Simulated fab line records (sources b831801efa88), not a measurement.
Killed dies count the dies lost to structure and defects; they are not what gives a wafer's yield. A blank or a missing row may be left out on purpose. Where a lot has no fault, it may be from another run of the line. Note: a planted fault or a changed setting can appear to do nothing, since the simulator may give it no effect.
Problem report, 8D (eight disciplines) form, completed by code -- flow sky130 -- the parts of the form that need people (team, actions taken, sign-off) are left out

1. WHAT IS WRONG
LDD_P_TW at SKY_LDD_P_TW_MEAS_11 reads a mean of 327 on 3 wafers of 2 lots; wafers without a fault read 640 with a standard deviation of 4.6. Relative to the usual mean, that is a shift of -68 standard deviations.
First seen on wafer L554.1, day 21 12:08, on film metro-04. The record has a number at this step for 42 wafers belonging to 14 lots. Rule for "out", or "out of limits": more than 4 standard deviations from the usual mean. The other wafers with a number count as sound.

2. WHAT IT IS, WHAT IT ISN'T
question,is,is not
which readings at this step,LDD_P_TW,-
which lots,"L554, L555","L549, L550, L551, L553, L556, L563, L564, L565, L568, L570, L571, L572"
which wafers of those lots,"L554.1, L554.4, L555.6","L554.2, L555.2, L555.3"
read on which gauges,"film metro-01, film metro-04",film metro-02
when,from day 21 12:08,"up to then (13 sound wafers); but 26 sound wafers of L555, L556, L563, L564, L565, L568, L570, L571, L572 came after"

3. SUSPECTS, AND WHAT RULES EACH OUT
Counting: a tool at a process step up to the reading stays a suspect if it ran every lot that is out. Sound lots after the first of them don't rule it out here, since some wafers of a struck lot are sound.
- the gauge at SKY_LDD_P_TW_MEAS_11 is ruled out. Those wafers that are out were read across 2 gauges (film metro-01, film metro-04).
- litho track-02 at SKY_LDD_P_DEVELOP_06 (develop time 60 s): kept. It ran every lot that is out, first L554 (day 21 11:34); its last sound lot up to then is L551 (day 19 14:03).
The count leaves litho track-02 at SKY_LDD_P_DEVELOP_06.

4. THE CAUSE (what the simulator had put in)
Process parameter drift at SKY_LDD_P_DEVELOP_06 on litho track-02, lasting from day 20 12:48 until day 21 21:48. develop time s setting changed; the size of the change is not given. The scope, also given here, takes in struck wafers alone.
Counting left only this tool.

5. THE CHAIN OF EFFECTS, in route order
One row per reading whose mean, taken over the struck wafers that have a number, lies over 3 standard deviations from the usual. Scope: only readings with a usual standard deviation given in the record; hours: median across lots of the time from each lot's start at the first step in this table that gives one to its start at this step; sigmas: change in usual standard deviations.
hours,step,reading,usual,on struck wafers,change,sigmas
0,SKY_LDD_P_TW_MEAS_11,LDD_P_TW,640,327,-313,-68

6. WHAT WOULD HAVE CAUGHT IT SOONER
The first out-of-limits reading at a measuring or inspecting step in this record came at day 21 12:08, 23 hours after the fault's start at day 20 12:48.
All the lots that are out (2) had begun SKY_LDD_P_DEVELOP_06 on litho track-02 by day 21 12:08. Tool hold at that time: it would have spared none of them.
